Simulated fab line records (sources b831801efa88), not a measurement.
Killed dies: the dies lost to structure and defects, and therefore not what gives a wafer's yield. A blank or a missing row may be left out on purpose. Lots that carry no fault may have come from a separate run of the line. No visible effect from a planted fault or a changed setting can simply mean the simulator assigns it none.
Which tool was responsible? | flow sky130 | 13 lots, 39 wafers sampled, at 2 steps of a route of 708

## WHAT THE GAUGES SHOWED, per wafer
No reading from a measuring or inspecting step in the record can be judged against a usual standard deviation.

## EACH LOT AND THE TOOL THAT RAN IT (in order: tool; ch and the chambers of the sampled wafers; start)
lot  | SKY_METAL4_SPUTTER_02        | SKY_METAL4_METAL_ETCH_18
L259 | pvd sputter-02, day 40 22:47 | rie metal-03 ch 0,1, day 43 00:04
L260 | pvd sputter-04, day 41 07:32 | rie metal-01 ch 0, day 43 08:10
L263 | pvd sputter-04, day 41 23:46 | rie metal-03 ch 0,1, day 44 00:22
L264 | pvd sputter-03, day 42 01:34 | rie metal-04 ch 0,1, day 44 03:04
L265 | pvd sputter-02, day 42 05:04 | rie metal-01 ch 0,1, day 44 06:01
L266 | pvd sputter-02, day 42 18:28 | rie metal-01 ch 0,1, day 44 18:28
L267 | pvd sputter-03, day 42 19:26 | rie metal-03 ch 0,1, day 44 18:34
L268 | pvd sputter-04, day 43 02:34 | rie metal-03 ch 0,1, day 45 03:01
L269 | pvd sputter-03, day 43 15:32 | rie metal-03 ch 0,1, day 45 15:44
L270 | pvd sputter-03, day 43 22:05 | rie metal-04 ch 0,1, day 45 21:52
L277 | pvd sputter-03, day 45 14:55 | rie metal-01 ch 1, day 47 10:55
L281 | pvd sputter-04, day 46 12:58 | rie metal-01 ch 0,1, day 48 07:46
L282 | pvd sputter-04, day 46 23:32 | rie metal-03 ch 0,1, day 48 17:22
- SKY_METAL4_SPUTTER_02: material AlCu, target thk 735 nm, time 39.1 s.
- SKY_METAL4_METAL_ETCH_18: etches the open film in Cl2/BCl3, stops on SiO2, target depth 845 nm, time 183.1 s.

## AS READ BY THE TOOLS THEMSELVES (means over the sampled wafers that have a number; for cases with no such wafer, the mark the record gives instead)
SKY_METAL4_SPUTTER_02.
lot  | tool           | cathode dc power W (W) | throttle valve pct (%)
L259 | pvd sputter-02 | 10600                  | 30.4
L260 | pvd sputter-04 | 10599                  | 30.2
L263 | pvd sputter-04 | 10599                  | 30.0
L264 | pvd sputter-03 | 10600                  | 29.8
L265 | pvd sputter-02 | 10602                  | 28.3
L266 | pvd sputter-02 | 10600                  | 29.6
L267 | pvd sputter-03 | 10600                  | 30.1
L268 | pvd sputter-04 | 10600                  | 30.3
L269 | pvd sputter-03 | 10598                  | 29.6
L270 | pvd sputter-03 | 10598                  | 29.1
L277 | pvd sputter-03 | 10599                  | 29.2
L281 | pvd sputter-04 | 10601                  | 30.6
L282 | pvd sputter-04 | 10599                  | 29.9

SKY_METAL4_METAL_ETCH_18.
lot  | tool         | chamber pressure mTorr (mTorr) | drypump motor current A (A) | he backside leak sccm (sccm) | oes product au (a.u.) | throttle valve pct (%)
L259 | rie metal-03 | 10.010                         | 6.02                        | 3.28                         | 0.866                 | 22.258
L260 | rie metal-01 | 9.998                          | 5.77                        | 3.90                         | 0.865                 | 22.272
L263 | rie metal-03 | 9.995                          | 6.04                        | 3.32                         | 0.866                 | 22.269
L264 | rie metal-04 | 9.998                          | 5.67                        | 3.19                         | 0.862                 | 22.267
L265 | rie metal-01 | 9.995                          | 5.95                        | 3.46                         | 0.865                 | 22.271
L266 | rie metal-01 | 9.998                          | 5.87                        | 3.48                         | 0.872                 | 22.268
L267 | rie metal-03 | 9.997                          | 6.01                        | 3.40                         | 0.858                 | 22.271
L268 | rie metal-03 | 10.003                         | 6.03                        | 3.34                         | 0.864                 | 22.261
L269 | rie metal-03 | 10.001                         | 6.03                        | 3.90                         | 0.865                 | 22.264
L270 | rie metal-04 | 10.001                         | 5.69                        | 3.21                         | 0.873                 | 22.257
L277 | rie metal-01 | 10.008                         | 6.04                        | 3.50                         | 0.936                 | 22.256
L281 | rie metal-01 | 9.998                          | 5.86                        | 3.50                         | 0.869                 | 22.264
L282 | rie metal-03 | 10.002                         | 5.83                        | 3.46                         | 0.874                 | 22.259

## THE ANSWER, worked out from the rows above alone
Rule: the usual values come from the lots themselves. Put in order of their means at a reading, lots are off if they are a third of the lots or fewer, leave a main group of 4 or more, and stand apart from it by a gap of 3 or more times the standard deviation of the main group's means; of several such gaps the widest counts. A main group whose means are all the same, to the digits that the tables above print for the reading, isn't used. A lot without any number at a reading at which 4 lots or more have one is off too. The other lots that the step has rows for count as sound. First the gauges in route order, then the tools' own readings, where a lot's mean is used as printed above. The first step at which some lot is off is used, and at that step the reading that is off furthest; a lot without a number counts as furthest.
Off: L277, at SKY_METAL4_METAL_ETCH_18 (oes product au). Mean 0.867 a.u. and standard deviation 0.0045 in the main group.
A tool fits if, at that step or a process step before it, it ran every lot that is off, and no sound lot after the first of them. One candidate fits, namely pvd sputter-03 at SKY_METAL4_SPUTTER_02. Its last sound lot is L270 (day 43 22:05), its first lot that is off L277 (day 45 14:55): a fault that began between those two fits.

## WHAT THE SIMULATOR HAD PUT IN
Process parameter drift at SKY_METAL4_SPUTTER_02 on pvd sputter-03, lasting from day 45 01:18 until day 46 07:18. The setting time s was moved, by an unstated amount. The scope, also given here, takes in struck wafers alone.
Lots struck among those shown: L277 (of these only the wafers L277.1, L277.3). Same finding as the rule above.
